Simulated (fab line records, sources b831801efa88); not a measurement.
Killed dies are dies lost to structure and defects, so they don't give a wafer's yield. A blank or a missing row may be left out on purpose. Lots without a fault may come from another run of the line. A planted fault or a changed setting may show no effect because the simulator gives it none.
fab line records | flow sky130
record lots=12 wafers=36 last_day=50
route steps=708 shown VT_ADJUST_HVTR@138 VT_ADJUST_PCH@147 GATE_OXIDE@197 POLY_GATE@236 PAD_OPEN@708
lots that met no fault: from a run of the same line without faults
start_h: hours from the record's first day to the start of the lot's first wafer shown | wait_h: hours since the lot's step before | " the same as in the row above | L1.1+2: a row that stands for several wafers | - no value, or no start given | * or withheld: withheld | < > ~ a bound
route shown NAME@n: a module of which the file shows steps, and the number in the route of the first | usual: mean/standard deviation of fault-free wafers | same: alike in all rows | chamber/n: place in a boat | sites: the reading at each site | _std_site: their standard deviation | _edge_site: outer sites' mean less inner sites' | radius_mm: how far each site lies from the wafer's centre | mask NAME#n: copy n | behind: the tool/chamber that last shaped the wafer | hold: why the lot was held/for how many hours/how that ended | device: the transistor (n, p or np) that didn't switch | end of line: the same wafers' tests at the end of the route | a step without rows: its recipe alone | killed: dies lost to structure and defects at the first sort, not the wafer's yield | map: a wafer's dies, x killed, . not, _ none there
set.NAME: the setting as run; set.NAME@STEP: as run at that earlier step | model.NAME: the simulator's own value behind a step, which no gauge read
steps of the route over a sample of lots; a table a step, a row a wafer
services: from which hour (start_h, from the record's first day; less than 0 if before it) a tool's chamber was out of use, for how many hours, and why
## steps
# step SKY_VT_ADJUST_HVTR_CD_MEAS_07
# recipe target_cd_nm=380
# usual cd_nm=379.3/2.6
# columns lot.wafer tool chamber start_h wait_h cd_nm
L207.4 cd_sem-01 - 212.72 0.1 379.1
L207.5 " - " " 379.2
L207.6 " - " " 381.3
L208.2 cd_sem-01 - 232.89 0.1 377.0
L208.3 " - " " 377.0
L208.4 " - " " 379.6
L210.1 cd_sem-01 - 242.67 0.1 377.9
L210.2 " - " " 378.3
L210.4 " - " " 376.9
L213.1 cd_sem-01 - 262.71 0.1 378.0
L213.3 " - " " 380.5
L213.4 " - " " 379.0
L217.1 cd_sem-01 - 284.46 0.1 381.3
L217.3 " - " " 379.9
L217.5 " - " " 380.9
L219.1 cd_sem-01 - 299.56 0.1 377.6
L219.4 " - " " 376.8
L219.6 " - " " 376.2
L220.2 cd_sem-02 - 310.68 0.1 379.5
L220.3 " - " " 377.0
L220.5 " - " " 376.6
L221.1 cd_sem-02 - 316.26 0.1 380.4
L221.5 " - " " 379.2
L221.6 " - " " 379.3
L222.3 cd_sem-02 - 337.94 0.1 379.4
L222.5 " - " " 379.2
L222.6 " - " " 379.7
L224.1 cd_sem-01 - 343.81 0.1 376.0
L224.4 " - " " 376.8
L224.5 " - " " 374.4
L226.2 cd_sem-01 - 355.29 0.1 381.2
L226.3 " - " " 378.7
L226.5 " - " " 380.9
L227.1 cd_sem-01 - 358.27 0.1 377.7
L227.3 " - " " 377.1
L227.5 " - " " 376.5
# step SKY_VT_ADJUST_PCH_EXPOSE_04
# recipe mask_id=NWM na=0.6 source_shape=conventional sigma_outer=0.6 polarization=unpolarized target_cd_nm=840 dose_mj=255
# usual exposure_dose_mJ_cm2=255.02/0.28
# columns lot.wafer tool chamber start_h wait_h mask exposure_dose_mJ_cm2
L207.4 iline_stepper-01 0 224.81 - HVTRM#0 254.90
L207.5 " 0 " " HVTRM#0 255.57
L207.6 " 0 " " HVTRM#0 255.50
L208.2 iline_stepper-01 0 244.35 - NWM#0 254.92
L208.3 " 0 " " NWM#0 254.60
L208.4 " 0 " " NWM#0 255.14
L210.1 iline_stepper-02 0 254.66 - NWM#0 254.71
L210.2 " 0 " " NWM#0 254.65
L210.4 " 0 " " NWM#0 254.34
L213.1 iline_stepper-01 0 275.33 - NWM#0 255.06
L213.3 " 0 " " NWM#0 255.02
L213.4 " 0 " " NWM#0 254.97
L217.1 iline_stepper-02 0 298.20 - NWM#0 255.06
L217.3 " 0 " " NWM#0 255.27
L217.5 " 0 " " NWM#0 255.33
L219.1 iline_stepper-01 0 312.75 - NWM#0 255.12
L219.4 " 0 " " NWM#0 255.25
L219.6 " 0 " " NWM#0 254.96
L220.2 iline_stepper-02 0 324.85 - NWM#0 255.02
L220.3 " 0 " " NWM#0 255.08
L220.5 " 0 " " NWM#0 255.07
L221.1 iline_stepper-02 0 330.15 - NWM#0 255.15
L221.5 " 0 " " NWM#0 255.16
L221.6 " 0 " " NWM#0 255.23
L222.3 iline_stepper-01 0 352.47 - NWM#0 255.06
L222.5 " 0 " " NWM#0 255.06
L222.6 " 0 " " NWM#0 254.79
L224.1 iline_stepper-02 0 358.25 - NWM#0 255.18
L224.4 " 0 " " NWM#0 255.12
L224.5 " 0 " " NWM#0 255.04
L226.2 iline_stepper-02 0 369.30 - NWM#0 255.13
L226.3 " 0 " " NWM#0 254.98
L226.5 " 0 " " NWM#0 254.91
L227.1 iline_stepper-01 0 371.83 - NWM#0 254.40
L227.3 " 0 " " NWM#0 254.67
L227.5 " 0 " " NWM#0 254.80
# step SKY_VT_ADJUST_PCH_OVL_MEAS_07
# usual VT_ADJUST_PCH_OVL=-0.1/1.3
# columns lot.wafer tool chamber start_h wait_h VT_ADJUST_PCH_OVL[nm]
L207.4 overlay-02 - 234.78 - -
L207.5 " - " " -
L207.6 " - " " -
L208.2 overlay-02 - 254.89 - 2.4
L208.3 " - " " -0.4
L208.4 " - " " 0.1
L210.1 overlay-01 - 265.36 - 1.0
L210.2 " - " " -1.3
L210.4 " - " " 1.2
L213.1 overlay-01 - 287.03 - 1.5
L213.3 " - " " 2.7
L213.4 " - " " 2.1
L217.1 overlay-02 - 310.71 - -0.5
L217.3 " - " " -1.8
L217.5 " - " " 0.8
L219.1 overlay-02 - 326.51 - -1.2
L219.4 " - " " -0.2
L219.6 " - " " -0.4
L220.2 overlay-02 - 337.26 - -0.7
L220.3 " - " " -0.4
L220.5 " - " " -1.1
L221.1 overlay-01 - 343.55 - -0.1
L221.5 " - " " -0.8
L221.6 " - " " -1.5
L222.3 overlay-01 - 365.99 - 0.3
L222.5 " - " " -0.7
L222.6 " - " " -1.8
L224.1 overlay-01 - 371.36 - 1.2
L224.4 " - " " 0.9
L224.5 " - " " -0.4
L226.2 overlay-02 - 383.49 - -0.8
L226.3 " - " " 0.2
L226.5 " - " " 1.5
L227.1 overlay-02 - 385.95 - 0.5
L227.3 " - " " -1.2
L227.5 " - " " -2.1
# step SKY_VT_ADJUST_PCH_TW_MEAS_10
# usual VT_ADJUST_PCH_TW=142.3/1.2
# columns lot.wafer tool chamber start_h wait_h VT_ADJUST_PCH_TW
L207.4 film_metro-01 - 235.08 0.1 30.3
L207.5 " - " " 30.2
L207.6 " - " " 30.5
L208.2 film_metro-03 - 255.18 0.1 140.3
L208.3 " - " " 140.0
L208.4 " - " " 140.5
L210.1 film_metro-02 - 265.64 0.1 142.8
L210.2 " - " " 142.6
L210.4 " - " " 142.5
L213.1 film_metro-02 - 287.32 0.1 143.2
L213.3 " - " " 142.7
L213.4 " - " " 142.0
L217.1 film_metro-03 - 311.00 0.1 141.2
L217.3 " - " " 141.5
L217.5 " - " " 141.4
L219.1 film_metro-02 - 326.80 0.1 141.7
L219.4 " - " " 142.8
L219.6 " - " " 142.7
L220.2 film_metro-03 - 337.55 0.1 141.2
L220.3 " - " " 140.2
L220.5 " - " " 140.6
L221.1 film_metro-01 - 343.84 0.1 143.0
L221.5 " - " " 143.1
L221.6 " - " " 143.9
L222.3 film_metro-01 - 366.29 0.1 142.3
L222.5 " - " " 141.8
L222.6 " - " " 142.2
L224.1 film_metro-03 - 371.65 0.1 142.2
L224.4 " - " " 142.2
L224.5 " - " " 143.0
L226.2 film_metro-03 - 383.78 0.1 141.4
L226.3 " - " " 142.3
L226.5 " - " " 141.4
L227.1 film_metro-01 - 386.24 0.1 142.1
L227.3 " - " " 142.5
L227.5 " - " " 142.3
# step SKY_GATE_OXIDE_OVL_MEAS_10
# usual GATE_OXIDE_OVL=-0.5/1.2
# columns lot.wafer tool chamber start_h wait_h GATE_OXIDE_OVL[nm]
L207.4 overlay-02 - 320.62 0.1 -0.6
L207.5 " - " " -0.6
L207.6 " - " " -1.0
L208.2 overlay-02 - 340.82 0.1 -0.1
L208.3 " - " " -1.0
L208.4 " - " " 0.6
L210.1 overlay-01 - 352.37 0.1 -1.1
L210.2 " - " " -1.7
L210.4 " - " " -1.1
L213.1 overlay-02 - 374.81 0.1 1.1
L213.3 " - " " -0.9
L213.4 " - " " -2.7
L217.1 overlay-02 - 403.51 0.1 0.7
L217.3 " - " " 0.3
L217.5 " - " " 1.6
L219.1 overlay-02 - 420.00 0.1 -1.1
L219.4 " - " " -2.6
L219.6 " - " " -2.9
L220.2 overlay-01 - 433.48 0.1 1.7
L220.3 " - " " 1.9
L220.5 " - " " 0.9
L221.1 overlay-02 - 439.96 0.1 1.7
L221.5 " - " " 1.4
L221.6 " - " " -0.7
L222.3 overlay-01 - 466.32 0.1 0.7
L222.5 " - " " 0.7
L222.6 " - " " 1.4
L224.1 overlay-02 - 468.02 0.1 -1.7
L224.4 " - " " -0.4
L224.5 " - " " -0.1
L226.2 overlay-02 - 480.88 0.1 1.7
L226.3 " - " " 2.2
L226.5 " - " " 0.1
L227.1 overlay-01 - 482.56 0.1 -1.7
L227.3 " - " " 0.0
L227.5 " - " " -1.5
# step SKY_POLY_GATE_CD_MEAS_22
# usual cd_nm=150.4/2.5
# columns lot.wafer tool chamber start_h wait_h cd_nm
L207.4 cd_sem-01 - 386.46 0.1 150.8
L207.5 " - " " 150.8
L207.6 " - " " 150.3
L208.2 cd_sem-02 - 405.86 0.1 148.2
L208.3 " - " " 146.7
L208.4 " - " " 147.2
L210.1 cd_sem-01 - 419.42 0.1 150.6
L210.2 " - " " 146.5
L210.4 " - " " 149.4
L213.1 cd_sem-02 - 444.80 0.1 150.8
L213.3 " - " " 152.9
L213.4 " - " " 149.6
L217.1 cd_sem-01 - 472.95 0.1 148.9
L217.3 " - " " 153.2
L217.5 " - " " 151.3
L219.1 cd_sem-01 - 491.94 0.1 150.2
L219.4 " - " " 149.9
L219.6 " - " " 148.5
L220.2 cd_sem-02 - 503.59 0.1 149.1
L220.3 " - " " 151.0
L220.5 " - " " 152.4
L221.1 cd_sem-01 - 509.92 0.1 152.8
L221.5 " - " " 150.9
L221.6 " - " " 153.9
L222.3 cd_sem-02 - 536.92 0.1 146.7
L222.5 " - " " 145.5
L222.6 " - " " 150.1
L224.1 cd_sem-01 - 539.57 0.1 152.2
L224.4 " - " " 152.8
L224.5 " - " " 152.4
L226.2 cd_sem-02 - 548.01 0.1 153.8
L226.3 " - " " 153.4
L226.5 " - " " 148.5
L227.1 cd_sem-02 - 550.73 0.1 146.2
L227.3 " - " " 147.5
L227.5 " - " " 142.8
# step SKY_PAD_OPEN_PROBE_99
# usual killed_at_M0_to_M3=43/7.2 killed_at_M4_up=3.3/2 killed_at_contacts=25/5.8 killed_at_front_end=15/4.5 killed_at_other=0.3/0.62 killed_dies=86/9.4 killed_on_rim=17/3.7 killed_open=47/7.1 killed_short=39/6
# same gross_dies=492 killed_at_back_side=0
# columns lot.wafer tool chamber start_h wait_h killed_at_M0_to_M3 killed_at_M4_up killed_at_contacts killed_at_front_end killed_at_other killed_dies killed_on_rim killed_open killed_short
L207.4 prober-01 - 1086.35 0.2 47 5 17 422 1 492 96 50 35
L207.5 prober-01 - 1086.40 0.2 46 5 20 421 0 492 96 42 39
L207.6 prober-01 - 1086.45 0.2 51 1 18 421 1 492 96 49 39
L222.3 prober-01 - 1181.22 0.2 40 3 21 14 0 78 21 49 29
L222.5 prober-01 - 1181.32 0.2 35 8 25 24 0 92 17 42 49
L222.6 prober-01 - 1181.37 0.2 42 1 28 12 0 83 16 41 41
# killed by level:class
L207.4 VT_ADJUST_PCH:area_expose=406 VIA1:geometric_particle:open=15 VIA2:geometric_particle:open=9 FIELD_ISO:geometric_particle:open=6 LI_CONTACT:geometric_particle:open=6 METAL2:geometric_particle:short=6 VIA3:geometric_particle:open=5 METAL1:geometric_particle:short=4
L207.5 VT_ADJUST_PCH:area_expose=411 VIA1:geometric_particle:open=12 VIA1:geometric_particle:short=7 CONTACT:geometric_particle:open=6 CONTACT:geometric_particle:short=6 METAL1:geometric_particle:short=6 LI_CONTACT:geometric_particle:open=5 VIA2:geometric_particle:open=5
L207.6 VT_ADJUST_PCH:area_expose=403 VIA1:geometric_particle:open=14 VIA1:geometric_particle:short=9 VIA2:geometric_particle:open=7 LI_CONTACT:geometric_particle:open=7 METAL2:geometric_particle:short=6 POLY_GATE:geometric_particle:open=5 POLY_GATE:geometric_particle:short=5
L222.3 VIA1:geometric_particle:open=14 CONTACT:geometric_particle:open=7 VIA3:geometric_particle:open=7 LI_CONTACT:geometric_particle:open=6 METAL1:geometric_particle:short=5 POLY_GATE:geometric_particle:open=4 POLY_GATE:geometric_particle:short=4 LOCAL_INTERCONNECT:geometric_particle:short=4
L222.5 CONTACT:geometric_particle:open=10 METAL2:geometric_particle:short=10 VIA1:geometric_particle:open=9 FIELD_ISO:geometric_particle:short=8 CONTACT:geometric_particle:short=6 FIELD_ISO:geometric_particle:open=5 LI_CONTACT:geometric_particle:open=5 METAL4:geometric_particle:short=5
L222.6 LI_CONTACT:geometric_particle:open=9 CONTACT:geometric_particle:open=8 METAL2:geometric_particle:short=6 METAL1:geometric_particle:short=6 VIA1:geometric_particle:open=6 VIA1:geometric_particle:short=5 FIELD_ISO:geometric_particle:open=4 LI_CONTACT:geometric_particle:short=4
## services
# columns tool chamber start_h hours kind
iline_stepper-01 - 211.71 1.7 pm
iline_stepper-02 0 221.66 - calibration
iline_stepper-02 - 244.36 2.1 pm
iline_stepper-02 - 246.44 - consumable_replace:lamp
iline_stepper-01 0 280.34 - calibration
iline_stepper-02 - 310.99 3.7 repair
iline_stepper-02 - 365.99 1.7 pm
## key
first_sign step=SKY_VT_ADJUST_PCH_EXPOSE_04 reading=mask direction=changed
effect step=SKY_VT_ADJUST_PCH_OVL_MEAS_07 reading=VT_ADJUST_PCH_OVL direction=missing
effect step=SKY_VT_ADJUST_PCH_TW_MEAS_10 reading=VT_ADJUST_PCH_TW direction=down sigmas=94 usual=142.3 struck=30.3
effect step=SKY_PAD_OPEN_PROBE_99 reading=killed_at_front_end direction=up sigmas=90 usual=15 struck=421
more_kills_born_at SKY_VT_ADJUST_PCH_EXPOSE_04@iline_stepper-01=1220
met_at SKY_VT_ADJUST_PCH_EXPOSE_04
struck_lots L207
tester_left_out L207
not_acting_at SKY_VT_ADJUST_HVTR_CD_MEAS_07,SKY_GATE_OXIDE_OVL_MEAS_10,SKY_POLY_GATE_CD_MEAS_22
fault kind=wrong_mask tool=any chamber=- onset_h=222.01 steps=SKY_VT_ADJUST_PCH_EXPOSE_04 aux_copy=HVTRM#0 scope=struck_lots_only
# tester_left_out: of these lots the tester's yield and bins aren't shown, on N5 and GAA mostly nor the transistor test; their killed dies are dies lost to structure and defects alone, not to doping, threshold or leakage, so they don't give the yield
